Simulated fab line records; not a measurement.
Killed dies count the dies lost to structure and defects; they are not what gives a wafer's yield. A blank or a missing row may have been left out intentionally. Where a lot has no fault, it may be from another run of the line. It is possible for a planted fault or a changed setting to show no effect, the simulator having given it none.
Which tool was responsible? :: flow sky130 :: 13 lots, 39 wafers sampled, at 4 steps of a route of 708

## WHAT THE GAUGES SHOWED, per wafer
SKY_LOCAL_INTERCONNECT_RS_MEAS_01: measurement is done with a four-point probe.
lot: L662
measured: day 29 14:58
on: filmMetro-03
LOCAL_INTERCONNECT_TIN_RS (ohm/sq): 14.23 14.13 13.97

lot: L661
measured: day 29 17:33
on: filmMetro-01
LOCAL_INTERCONNECT_TIN_RS (ohm/sq): 14.20 14.27 14.25

lot: L668
measured: day 31 16:10
on: filmMetro-01
LOCAL_INTERCONNECT_TIN_RS (ohm/sq): 13.92 14.12 14.04

lot: L669
measured: day 32 01:53
on: filmMetro-01
LOCAL_INTERCONNECT_TIN_RS (ohm/sq): 14.16 14.13 14.01

lot: L672
measured: day 32 19:47
on: filmMetro-03
LOCAL_INTERCONNECT_TIN_RS (ohm/sq): 14.11 14.04 14.24

lot: L673
measured: day 33 09:20
on: filmMetro-03
LOCAL_INTERCONNECT_TIN_RS (ohm/sq): 13.62 13.77 13.83

lot: L675
measured: day 34 06:01
on: filmMetro-01
LOCAL_INTERCONNECT_TIN_RS (ohm/sq): 14.50 14.36 14.50

lot: L679
measured: day 34 20:08
on: filmMetro-03
LOCAL_INTERCONNECT_TIN_RS (ohm/sq): 14.40 14.22 14.28

lot: L680
measured: day 35 05:52
on: filmMetro-01
LOCAL_INTERCONNECT_TIN_RS (ohm/sq): 13.95 13.92 14.04

lot: L681
measured: day 35 11:46
on: filmMetro-03
LOCAL_INTERCONNECT_TIN_RS (ohm/sq): 14.16 14.25 14.09

lot: L682
measured: day 35 15:29
on: filmMetro-04
LOCAL_INTERCONNECT_TIN_RS (ohm/sq): 14.27 14.12 14.16

lot: L683
measured: day 35 21:16
on: filmMetro-03
LOCAL_INTERCONNECT_TIN_RS (ohm/sq): 14.06 14.27 14.14

lot: L684
measured: day 36 07:53
on: filmMetro-04
LOCAL_INTERCONNECT_TIN_RS (ohm/sq): 14.06 14.10 14.20

## TOOL THAT RAN EACH LOT (tool first, then ch and the chambers of the sampled wafers, then the start)
lot: L662
SKY_LI_CONTACT_CMP_02: cmp-01 ch 0,3, day 28 09:48
SKY_LI_CONTACT_SPUTTER_19: pvdSputter-02, day 29 14:08
SKY_LI_CONTACT_SPUTTER_20: pvdSputter-02, day 29 14:13

lot: L661
SKY_LI_CONTACT_CMP_02: cmp-01 ch 0,3, day 28 11:47
SKY_LI_CONTACT_SPUTTER_19: pvdSputter-03, day 29 16:38
SKY_LI_CONTACT_SPUTTER_20: pvdSputter-03, day 29 16:43

lot: L668
SKY_LI_CONTACT_CMP_02: cmp-02 ch 1,2,3, day 30 11:09
SKY_LI_CONTACT_SPUTTER_19: pvdSputter-01, day 31 15:20
SKY_LI_CONTACT_SPUTTER_20: pvdSputter-01, day 31 15:25

lot: L669
SKY_LI_CONTACT_CMP_02: cmp-02 ch 1,3, day 30 21:17
SKY_LI_CONTACT_SPUTTER_19: pvdSputter-03, day 32 01:02
SKY_LI_CONTACT_SPUTTER_20: pvdSputter-03, day 32 01:07

lot: L672
SKY_LI_CONTACT_CMP_02: cmp-01 ch 0,2,3, day 31 16:41
SKY_LI_CONTACT_SPUTTER_19: pvdSputter-03, day 32 18:55
SKY_LI_CONTACT_SPUTTER_20: pvdSputter-03, day 32 18:59

lot: L673
SKY_LI_CONTACT_CMP_02: cmp-02 ch 0,2,3, day 32 05:02
SKY_LI_CONTACT_SPUTTER_19: pvdSputter-03, day 33 08:31
SKY_LI_CONTACT_SPUTTER_20: pvdSputter-03, day 33 08:35

lot: L675
SKY_LI_CONTACT_CMP_02: cmp-01 ch 0,1,3, day 33 02:09
SKY_LI_CONTACT_SPUTTER_19: pvdSputter-03, day 34 05:12
SKY_LI_CONTACT_SPUTTER_20: pvdSputter-03, day 34 05:17

lot: L679
SKY_LI_CONTACT_CMP_02: cmp-01 ch 1,3, day 33 16:09
SKY_LI_CONTACT_SPUTTER_19: pvdSputter-01, day 34 19:17
SKY_LI_CONTACT_SPUTTER_20: pvdSputter-01, day 34 19:22

lot: L680
SKY_LI_CONTACT_CMP_02: cmp-02 ch 0,1,3, day 34 01:29
SKY_LI_CONTACT_SPUTTER_19: pvdSputter-02, day 35 05:04
SKY_LI_CONTACT_SPUTTER_20: pvdSputter-02, day 35 05:08

lot: L681
SKY_LI_CONTACT_CMP_02: cmp-01 ch 0,1,2, day 34 08:15
SKY_LI_CONTACT_SPUTTER_19: pvdSputter-02, day 35 10:55
SKY_LI_CONTACT_SPUTTER_20: pvdSputter-02, day 35 10:59

lot: L682
SKY_LI_CONTACT_CMP_02: cmp-02 ch 1,2, day 34 12:24
SKY_LI_CONTACT_SPUTTER_19: pvdSputter-02, day 35 14:38
SKY_LI_CONTACT_SPUTTER_20: pvdSputter-02, day 35 14:43

lot: L683
SKY_LI_CONTACT_CMP_02: cmp-01 ch 0,1,3, day 34 17:17
SKY_LI_CONTACT_SPUTTER_19: pvdSputter-02, day 35 20:17
SKY_LI_CONTACT_SPUTTER_20: pvdSputter-02, day 35 20:22

lot: L684
SKY_LI_CONTACT_CMP_02: cmp-02 ch 0,2,3, day 35 04:29
SKY_LI_CONTACT_SPUTTER_19: pvdSputter-01, day 36 06:56
SKY_LI_CONTACT_SPUTTER_20: pvdSputter-01, day 36 07:01
- SKY_LI_CONTACT_CMP_02: polishes PSG.
- SKY_LI_CONTACT_SPUTTER_19: material Ti, target thk 20 nm, time 106.37 s.
- SKY_LI_CONTACT_SPUTTER_20: material TiN, target thk 20 nm, time 80 s.

## WHAT THE TOOLS THEMSELVES READ (means of the sampled wafers that have a number; where no wafer has one, the mark that the record gives instead)
SKY_LI_CONTACT_CMP_02.
lot: L662
tool: cmp-01
headPressurePsi (psi): 4.004
motorCurrentA (A): 12.5
timeToEndpointS (s): 29

lot: L661
tool: cmp-01
headPressurePsi (psi): 4.002
motorCurrentA (A): 12.7
timeToEndpointS (s): 31

lot: L668
tool: cmp-02
headPressurePsi (psi): 3.997
motorCurrentA (A): 12.5
timeToEndpointS (s): 35

lot: L669
tool: cmp-02
headPressurePsi (psi): 3.999
motorCurrentA (A): 13.1
timeToEndpointS (s): 37

lot: L672
tool: cmp-01
headPressurePsi (psi): 3.992
motorCurrentA (A): 11.4
timeToEndpointS (s): 32

lot: L673
tool: cmp-02
headPressurePsi (psi): 4.002
motorCurrentA (A): 11.8
timeToEndpointS (s): 37

lot: L675
tool: cmp-01
headPressurePsi (psi): 3.996
motorCurrentA (A): 12.1
timeToEndpointS (s): 32

lot: L679
tool: cmp-01
headPressurePsi (psi): 4.005
motorCurrentA (A): 12.4
timeToEndpointS (s): 31

lot: L680
tool: cmp-02
headPressurePsi (psi): 3.992
motorCurrentA (A): 12.0
timeToEndpointS (s): 35

lot: L681
tool: cmp-01
headPressurePsi (psi): 3.997
motorCurrentA (A): 11.3
timeToEndpointS (s): 29

lot: L682
tool: cmp-02
headPressurePsi (psi): 4.007
motorCurrentA (A): 14.4
timeToEndpointS (s): 31

lot: L683
tool: cmp-01
headPressurePsi (psi): 4.002
motorCurrentA (A): 13.0
timeToEndpointS (s): 29

lot: L684
tool: cmp-02
headPressurePsi (psi): 4.008
motorCurrentA (A): 11.5
timeToEndpointS (s): 33

SKY_LI_CONTACT_SPUTTER_19.
lot: L662
tool: pvdSputter-02
chamberPressurePa (Pa): 5.002
throttleValvePct (%): 30.2

lot: L661
tool: pvdSputter-03
chamberPressurePa (Pa): 5.011
throttleValvePct (%): 29.5

lot: L668
tool: pvdSputter-01
chamberPressurePa (Pa): 4.993
throttleValvePct (%): 29.3

lot: L669
tool: pvdSputter-03
chamberPressurePa (Pa): 4.999
throttleValvePct (%): 30.7

lot: L672
tool: pvdSputter-03
chamberPressurePa (Pa): 4.997
throttleValvePct (%): 30.2

lot: L673
tool: pvdSputter-03
chamberPressurePa (Pa): 4.917
throttleValvePct (%): 31.6

lot: L675
tool: pvdSputter-03
chamberPressurePa (Pa): 4.822
throttleValvePct (%): 31.2

lot: L679
tool: pvdSputter-01
chamberPressurePa (Pa): 5.007
throttleValvePct (%): 29.6

lot: L680
tool: pvdSputter-02
chamberPressurePa (Pa): 5.001
throttleValvePct (%): 29.4

lot: L681
tool: pvdSputter-02
chamberPressurePa (Pa): 5.003
throttleValvePct (%): 29.2

lot: L682
tool: pvdSputter-02
chamberPressurePa (Pa): 5.002
throttleValvePct (%): 30.1

lot: L683
tool: pvdSputter-02
chamberPressurePa (Pa): 4.994
throttleValvePct (%): 30.0

lot: L684
tool: pvdSputter-01
chamberPressurePa (Pa): 5.007
throttleValvePct (%): 29.6

SKY_LI_CONTACT_SPUTTER_20.
lot: L662
tool: pvdSputter-02
chamberPressurePa (Pa): 4.999
throttleValvePct (%): 30.0

lot: L661
tool: pvdSputter-03
chamberPressurePa (Pa): 5.000
throttleValvePct (%): 29.4

lot: L668
tool: pvdSputter-01
chamberPressurePa (Pa): 5.006
throttleValvePct (%): 29.4

lot: L669
tool: pvdSputter-03
chamberPressurePa (Pa): 5.006
throttleValvePct (%): 30.5

lot: L672
tool: pvdSputter-03
chamberPressurePa (Pa): 5.002
throttleValvePct (%): 30.3

lot: L673
tool: pvdSputter-03
chamberPressurePa (Pa): 5.014
throttleValvePct (%): 31.2

lot: L675
tool: pvdSputter-03
chamberPressurePa (Pa): 4.999
throttleValvePct (%): 30.6

lot: L679
tool: pvdSputter-01
chamberPressurePa (Pa): 4.991
throttleValvePct (%): 29.7

lot: L680
tool: pvdSputter-02
chamberPressurePa (Pa): 5.011
throttleValvePct (%): 29.3

lot: L681
tool: pvdSputter-02
chamberPressurePa (Pa): 4.988
throttleValvePct (%): 29.0

lot: L682
tool: pvdSputter-02
chamberPressurePa (Pa): 4.996
throttleValvePct (%): 30.1

lot: L683
tool: pvdSputter-02
chamberPressurePa (Pa): 5.007
throttleValvePct (%): 29.9

lot: L684
tool: pvdSputter-01
chamberPressurePa (Pa): 5.000
throttleValvePct (%): 29.7

## THE ANSWER, worked out from the rows above alone
Rule: the usual values come from the lots themselves. Put in order of their means at a reading, lots are off if they are a third of the lots or fewer, leave a main group of 4 or more, and stand apart from it by a gap of 3 or more times the standard deviation of the main group's means; of several such gaps the widest counts. Not used: any main group whose means are identical at the precision the tables above print for the reading. Also off: a lot with no number at a reading for which 4 or more lots have one. Where the step has rows for the other lots, those lots are counted as sound. After the gauges, taken in route order, come the tools' own readings; for these a lot's mean is taken, as printed above. The first step at which some lot is off is used, and at that step the reading that is off furthest; a lot without a number counts as furthest.
Off, at SKY_LI_CONTACT_SPUTTER_19 on chamberPressurePa: L673, L675. Main group: mean 5.001 Pa, sd 0.0053.
A tool fits if, at that step or a process step before it, it ran every lot that is off, and no sound lot after the first of them. One fits: SKY_LI_CONTACT_SPUTTER_19 on pvdSputter-03. Its last sound lot is L672 (day 32 18:55), its first lot that is off L673 (day 33 08:31): a fault that began between those two fits.
On the lots that are off, the tool's own readings at SKY_LI_CONTACT_SPUTTER_19 differ by more than 5 times the standard deviation of the sound lots' means, which bears it out; chamberPressurePa reads 4.870 Pa there versus 5.001 Pa on the sound lots.

## WHAT THE SIMULATOR PUT IN
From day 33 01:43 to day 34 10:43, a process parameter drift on pvdSputter-03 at SKY_LI_CONTACT_SPUTTER_19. From 5, the setting chamberPressurePa moved by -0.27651. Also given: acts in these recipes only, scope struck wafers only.
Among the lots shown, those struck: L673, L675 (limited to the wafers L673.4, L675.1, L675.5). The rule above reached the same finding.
